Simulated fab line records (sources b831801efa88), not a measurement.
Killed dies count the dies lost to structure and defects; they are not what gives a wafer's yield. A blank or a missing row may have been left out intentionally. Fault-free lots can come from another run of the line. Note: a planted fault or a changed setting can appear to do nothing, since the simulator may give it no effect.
fab line records :: flow sky130
record
  lots=5
  wafers=15
  lastDay=50
route steps=708 shown LDD_P@261 LDD_HVN@267
lots untouched by any fault: they come from a run of this same line in which no faults occurred
startH: hours from the record's first day to the start of the lot's first wafer shown :: waitH: hours since the lot's step before :: " as in the row above :: L1.1+2: one row covering several wafers at once :: - value missing, or start not given :: * or withheld: withheld :: < > ~ a bound
route shown NAME@n: names a module that has steps shown in the file, with the first one's number in the route :: usual: mean and standard deviation over wafers with no fault :: same: alike in all rows :: chamber/n: place in a boat :: sites: each site's reading :: _std_site: standard deviation across them :: _edge_site: mean of outer sites minus mean of inner sites :: radiusMm: how far each site lies from the wafer's centre :: mask NAME#n: copy n :: behind: the last tool/chamber to shape the wafer :: hold: why the lot was held/for how many hours/how that ended :: device: the n, p or np transistor that did not switch :: end of line: the tests these same wafers got at the end of their route :: step lacking rows: just its recipe :: killed: not the wafer's yield, but the dies lost to structure and defects at the first sort :: map: per-die view of a wafer (x killed, . not killed, _ where there is no die)
set.NAME: the run value of the setting; set.NAME@STEP: its run value at that earlier step :: model.NAME: the simulator's own value behind a step, which no gauge read
lots seen at some steps along the route; tables by step, rows by wafer
services: when a tool's chamber went out of use (startH, in hours from the record's first day, below 0 if earlier), for how many hours, and the reason
## steps
# step SKY_LDD_P_DEVELOP_06
# recipe
  resist=NOVOLAK
  developer=TMAH
  developTimeS=60
  devTempC=23
lot.wafer: L080.1+2+4
tool: lithoTrack-02
chamber: 0
startH: 489.81
waitH: 0.1

lot.wafer: L089.2+5+6
tool: lithoTrack-02
chamber: 0
startH: 561.38
waitH: 0.1

lot.wafer: L091.1+2+4
tool: lithoTrack-04
chamber: 0
startH: 575.83
waitH: 0.1

lot.wafer: L092.2+3+6
tool: lithoTrack-01
chamber: 0
startH: 589.80
waitH: 0.1

lot.wafer: L097.2+4+5
tool: lithoTrack-01
chamber: 0
startH: 625.60
waitH: 0.1
# step SKY_LDD_P_CD_MEAS_07
# recipe
  targetCdNm=380
# usual
  cdNm=380.1/2.2
lot.wafer: L080.1
tool: cdSem-01
chamber: -
startH: 489.96
waitH: 0.1
cdNm: 384.8

lot.wafer: L080.2
tool: cdSem-01
chamber: -
startH: 489.96
waitH: 0.1
cdNm: 383.9

lot.wafer: L080.4
tool: cdSem-01
chamber: -
startH: 489.96
waitH: 0.1
cdNm: 382.8

lot.wafer: L089.2
tool: cdSem-02
chamber: -
startH: 561.53
waitH: 0.1
cdNm: 382.6

lot.wafer: L089.5
tool: cdSem-02
chamber: -
startH: 561.53
waitH: 0.1
cdNm: 382.6

lot.wafer: L089.6
tool: cdSem-02
chamber: -
startH: 561.53
waitH: 0.1
cdNm: 384.4

lot.wafer: L091.1
tool: cdSem-02
chamber: -
startH: 575.98
waitH: 0.1
cdNm: 382.0

lot.wafer: L091.2
tool: cdSem-02
chamber: -
startH: 575.98
waitH: 0.1
cdNm: 376.5

lot.wafer: L091.4
tool: cdSem-02
chamber: -
startH: 575.98
waitH: 0.1
cdNm: 378.5

lot.wafer: L092.2
tool: cdSem-01
chamber: -
startH: 589.94
waitH: 0.1
cdNm: 379.6

lot.wafer: L092.3
tool: cdSem-01
chamber: -
startH: 589.94
waitH: 0.1
cdNm: 378.0

lot.wafer: L092.6
tool: cdSem-01
chamber: -
startH: 589.94
waitH: 0.1
cdNm: 378.7

lot.wafer: L097.2
tool: cdSem-02
chamber: -
startH: 625.74
waitH: 0.1
cdNm: 380.0

lot.wafer: L097.4
tool: cdSem-02
chamber: -
startH: 625.74
waitH: 0.1
cdNm: 379.6

lot.wafer: L097.5
tool: cdSem-02
chamber: -
startH: 625.74
waitH: 0.1
cdNm: 382.3
# step SKY_LDD_P_OVL_MEAS_08
# usual
  LDD_P_OVL=-0.2/1.3
lot.wafer: L080.1
tool: overlay-02
chamber: -
startH: 490.08
waitH: 0.1
LDD_P_OVL[nm]: -1.0

lot.wafer: L080.2
tool: overlay-02
chamber: -
startH: 490.08
waitH: 0.1
LDD_P_OVL[nm]: -2.0

lot.wafer: L080.4
tool: overlay-02
chamber: -
startH: 490.08
waitH: 0.1
LDD_P_OVL[nm]: 0.0

lot.wafer: L089.2
tool: overlay-02
chamber: -
startH: 561.63
waitH: 0.1
LDD_P_OVL[nm]: -0.5

lot.wafer: L089.5
tool: overlay-02
chamber: -
startH: 561.63
waitH: 0.1
LDD_P_OVL[nm]: 0.8

lot.wafer: L089.6
tool: overlay-02
chamber: -
startH: 561.63
waitH: 0.1
LDD_P_OVL[nm]: 1.1

lot.wafer: L091.1
tool: overlay-02
chamber: -
startH: 576.10
waitH: 0.1
LDD_P_OVL[nm]: -0.8

lot.wafer: L091.2
tool: overlay-02
chamber: -
startH: 576.10
waitH: 0.1
LDD_P_OVL[nm]: 1.8

lot.wafer: L091.4
tool: overlay-02
chamber: -
startH: 576.10
waitH: 0.1
LDD_P_OVL[nm]: -1.2

lot.wafer: L092.2
tool: overlay-02
chamber: -
startH: 590.05
waitH: 0.1
LDD_P_OVL[nm]: -2.6

lot.wafer: L092.3
tool: overlay-02
chamber: -
startH: 590.05
waitH: 0.1
LDD_P_OVL[nm]: -1.7

lot.wafer: L092.6
tool: overlay-02
chamber: -
startH: 590.05
waitH: 0.1
LDD_P_OVL[nm]: -0.1

lot.wafer: L097.2
tool: overlay-02
chamber: -
startH: 625.85
waitH: 0.1
LDD_P_OVL[nm]: -0.5

lot.wafer: L097.4
tool: overlay-02
chamber: -
startH: 625.85
waitH: 0.1
LDD_P_OVL[nm]: 1.2

lot.wafer: L097.5
tool: overlay-02
chamber: -
startH: 625.85
waitH: 0.1
LDD_P_OVL[nm]: 0.1
# step SKY_LDD_P_IMPLANT_09
# recipe
  species=BF2
  energyKev=25
  doseCm2=1e+13
  tiltDeg=withheld
lot.wafer: L080.1+2+4
tool: implanter-04
chamber: 0
startH: 490.11
waitH: 0.0

lot.wafer: L089.2+5+6
tool: implanter-01
chamber: 0
startH: 561.69
waitH: 0.0

lot.wafer: L091.1+2+4
tool: implanter-04
chamber: 0
startH: 576.13
waitH: 0.0

lot.wafer: L092.2+3+6
tool: implanter-01
chamber: 0
startH: 590.10
waitH: 0.0

lot.wafer: L097.2+4+5
tool: implanter-03
chamber: 0
startH: 625.90
waitH: 0.0
# step SKY_LDD_P_STRIP_10
# recipe
  chemistry=O2/N2
  powerW=1400
  pressureMtorr=1500
  platenTempC=withheld
  o2FlowSccm=3000
  n2FlowSccm=300
  overashFraction=0.5
# usual
  drypumpMotorCurrentA=5.95/0.27
  oesProductAu=0.717/0.004
  stripTimeToEndpointS=14.14/0.041
lot.wafer: L080.1
tool: plasmaAsher-03
chamber: 0
startH: 490.26
waitH: 0.1
drypumpMotorCurrentA: 6.12
oesProductAu: 0.716
rfHoursCounterH: 6
stripTimeToEndpointS: 14.19

lot.wafer: L080.2
tool: plasmaAsher-03
chamber: 1
startH: 490.26
waitH: 0.1
drypumpMotorCurrentA: 5.50
oesProductAu: 0.712
rfHoursCounterH: 6
stripTimeToEndpointS: 14.12

lot.wafer: L080.4
tool: plasmaAsher-03
chamber: 1
startH: 490.26
waitH: 0.1
drypumpMotorCurrentA: 5.51
oesProductAu: 0.717
rfHoursCounterH: -
stripTimeToEndpointS: 14.16

lot.wafer: L089.2
tool: plasmaAsher-04
chamber: 0
startH: 561.81
waitH: 0.1
drypumpMotorCurrentA: 6.11
oesProductAu: 0.721
rfHoursCounterH: 45
stripTimeToEndpointS: 14.20

lot.wafer: L089.5
tool: plasmaAsher-04
chamber: 0
startH: 561.81
waitH: 0.1
drypumpMotorCurrentA: 6.11
oesProductAu: 0.718
rfHoursCounterH: -
stripTimeToEndpointS: 14.22

lot.wafer: L089.6
tool: plasmaAsher-04
chamber: 1
startH: 561.81
waitH: 0.1
drypumpMotorCurrentA: 5.67
oesProductAu: 0.722
rfHoursCounterH: -
stripTimeToEndpointS: 14.17

lot.wafer: L091.1
tool: plasmaAsher-03
chamber: 1
startH: 576.28
waitH: 0.1
drypumpMotorCurrentA: 5.47
oesProductAu: 0.719
rfHoursCounterH: 15
stripTimeToEndpointS: 14.15

lot.wafer: L091.2
tool: plasmaAsher-03
chamber: 0
startH: 576.28
waitH: 0.1
drypumpMotorCurrentA: 6.17
oesProductAu: 0.721
rfHoursCounterH: 15
stripTimeToEndpointS: 14.15

lot.wafer: L091.4
tool: plasmaAsher-03
chamber: 0
startH: 576.28
waitH: 0.1
drypumpMotorCurrentA: 6.15
oesProductAu: 0.715
rfHoursCounterH: -
stripTimeToEndpointS: 14.19

lot.wafer: L092.2
tool: plasmaAsher-04
chamber: 1
startH: 590.23
waitH: 0.1
drypumpMotorCurrentA: 5.66
oesProductAu: 0.719
rfHoursCounterH: 47
stripTimeToEndpointS: 14.23

lot.wafer: L092.3
tool: plasmaAsher-04
chamber: 0
startH: 590.23
waitH: 0.1
drypumpMotorCurrentA: 6.08
oesProductAu: 0.706
rfHoursCounterH: -
stripTimeToEndpointS: 14.20

lot.wafer: L092.6
tool: plasmaAsher-04
chamber: 0
startH: 590.23
waitH: 0.1
drypumpMotorCurrentA: 6.09
oesProductAu: 0.709
rfHoursCounterH: -
stripTimeToEndpointS: 14.21

lot.wafer: L097.2
tool: plasmaAsher-04
chamber: 0
startH: 626.03
waitH: 0.1
drypumpMotorCurrentA: 6.12
oesProductAu: 0.721
rfHoursCounterH: 50
stripTimeToEndpointS: 14.14

lot.wafer: L097.4
tool: plasmaAsher-04
chamber: 1
startH: 626.03
waitH: 0.1
drypumpMotorCurrentA: 5.66
oesProductAu: 0.717
rfHoursCounterH: -
stripTimeToEndpointS: 14.15

lot.wafer: L097.5
tool: plasmaAsher-04
chamber: 0
startH: 626.03
waitH: 0.1
drypumpMotorCurrentA: 6.08
oesProductAu: 0.711
rfHoursCounterH: -
stripTimeToEndpointS: 14.14
# step SKY_LDD_P_TW_MEAS_11
# usual
  LDD_P_TW=632/5.1
lot.wafer: L080.1
tool: filmMetro-04
chamber: -
startH: 490.36
waitH: 0.1
LDD_P_TW: 638

lot.wafer: L080.2
tool: filmMetro-04
chamber: -
startH: 490.36
waitH: 0.1
LDD_P_TW: 639

lot.wafer: L080.4
tool: filmMetro-04
chamber: -
startH: 490.36
waitH: 0.1
LDD_P_TW: 641

lot.wafer: L089.2
tool: filmMetro-01
chamber: -
startH: 561.92
waitH: 0.1
LDD_P_TW: 629

lot.wafer: L089.5
tool: filmMetro-01
chamber: -
startH: 561.92
waitH: 0.1
LDD_P_TW: 627

lot.wafer: L089.6
tool: filmMetro-01
chamber: -
startH: 561.92
waitH: 0.1
LDD_P_TW: 632

lot.wafer: L091.1
tool: filmMetro-02
chamber: -
startH: 576.38
waitH: 0.1
LDD_P_TW: 628

lot.wafer: L091.2
tool: filmMetro-02
chamber: -
startH: 576.38
waitH: 0.1
LDD_P_TW: 628

lot.wafer: L091.4
tool: filmMetro-02
chamber: -
startH: 576.38
waitH: 0.1
LDD_P_TW: 630

lot.wafer: L092.2
tool: filmMetro-02
chamber: -
startH: 590.34
waitH: 0.1
LDD_P_TW: 630

lot.wafer: L092.3
tool: filmMetro-02
chamber: -
startH: 590.34
waitH: 0.1
LDD_P_TW: 627

lot.wafer: L092.6
tool: filmMetro-02
chamber: -
startH: 590.34
waitH: 0.1
LDD_P_TW: 630

lot.wafer: L097.2
tool: filmMetro-02
chamber: -
startH: 626.14
waitH: 0.1
LDD_P_TW: 627

lot.wafer: L097.4
tool: filmMetro-02
chamber: -
startH: 626.14
waitH: 0.1
LDD_P_TW: 626

lot.wafer: L097.5
tool: filmMetro-02
chamber: -
startH: 626.14
waitH: 0.1
LDD_P_TW: 629
# step SKY_LDD_HVN_DEHYDRATE_00
# recipe
  tempC=200
  timeS=60
# usual
  heaterPowerTotalW=160.39/0.12
lot.wafer: L080.1
tool: lithoTrack-01
chamber: 0
startH: 505.02
waitH: 14.6
heaterPowerTotalW: 160.55

lot.wafer: L080.2
tool: lithoTrack-01
chamber: 0
startH: 505.02
waitH: 14.6
heaterPowerTotalW: 160.21

lot.wafer: L080.4
tool: lithoTrack-01
chamber: 0
startH: 505.02
waitH: 14.6
heaterPowerTotalW: 160.34

lot.wafer: L089.2
tool: lithoTrack-01
chamber: 0
startH: 575.55
waitH: 13.6
heaterPowerTotalW: 160.29

lot.wafer: L089.5
tool: lithoTrack-01
chamber: 0
startH: 575.55
waitH: 13.6
heaterPowerTotalW: 160.36

lot.wafer: L089.6
tool: lithoTrack-01
chamber: 0
startH: 575.55
waitH: 13.6
heaterPowerTotalW: 160.38

lot.wafer: L091.1
tool: lithoTrack-03
chamber: 0
startH: 590.99
waitH: 14.6
heaterPowerTotalW: 160.35

lot.wafer: L091.2
tool: lithoTrack-03
chamber: 0
startH: 590.99
waitH: 14.6
heaterPowerTotalW: 160.51

lot.wafer: L091.4
tool: lithoTrack-03
chamber: 0
startH: 590.99
waitH: 14.6
heaterPowerTotalW: 160.31

lot.wafer: L092.2
tool: lithoTrack-01
chamber: 0
startH: 604.35
waitH: 14.0
heaterPowerTotalW: 160.45

lot.wafer: L092.3
tool: lithoTrack-01
chamber: 0
startH: 604.35
waitH: 14.0
heaterPowerTotalW: 160.48

lot.wafer: L092.6
tool: lithoTrack-01
chamber: 0
startH: 604.35
waitH: 14.0
heaterPowerTotalW: 160.49

lot.wafer: L097.2
tool: lithoTrack-04
chamber: 0
startH: 639.50
waitH: 13.4
heaterPowerTotalW: 160.32

lot.wafer: L097.4
tool: lithoTrack-04
chamber: 0
startH: 639.50
waitH: 13.4
heaterPowerTotalW: 160.30

lot.wafer: L097.5
tool: lithoTrack-04
chamber: 0
startH: 639.50
waitH: 13.4
heaterPowerTotalW: 160.53
## services
tool: implanter-01
chamber: -
startH: 489.27
hours: 3.1
kind: pm

tool: implanter-01
chamber: -
startH: 498.13
hours: 1.1
kind: repair

tool: plasmaAsher-03
chamber: -
startH: 510.19
hours: 4.3
kind: repair

tool: plasmaAsher-04
chamber: -
startH: 574.13
hours: 7.3
kind: pm

tool: implanter-04
chamber: -
startH: 591.47
hours: 3.6
kind: repair

tool: implanter-04
chamber: -
startH: 596.38
hours: 0.8
kind: repair

tool: lithoTrack-03
chamber: -
startH: 601.63
hours: -
kind: consumableReplace:filter

tool: implanter-01
chamber: -
startH: 614.78
hours: 2.6
kind: repair
## key
fault none
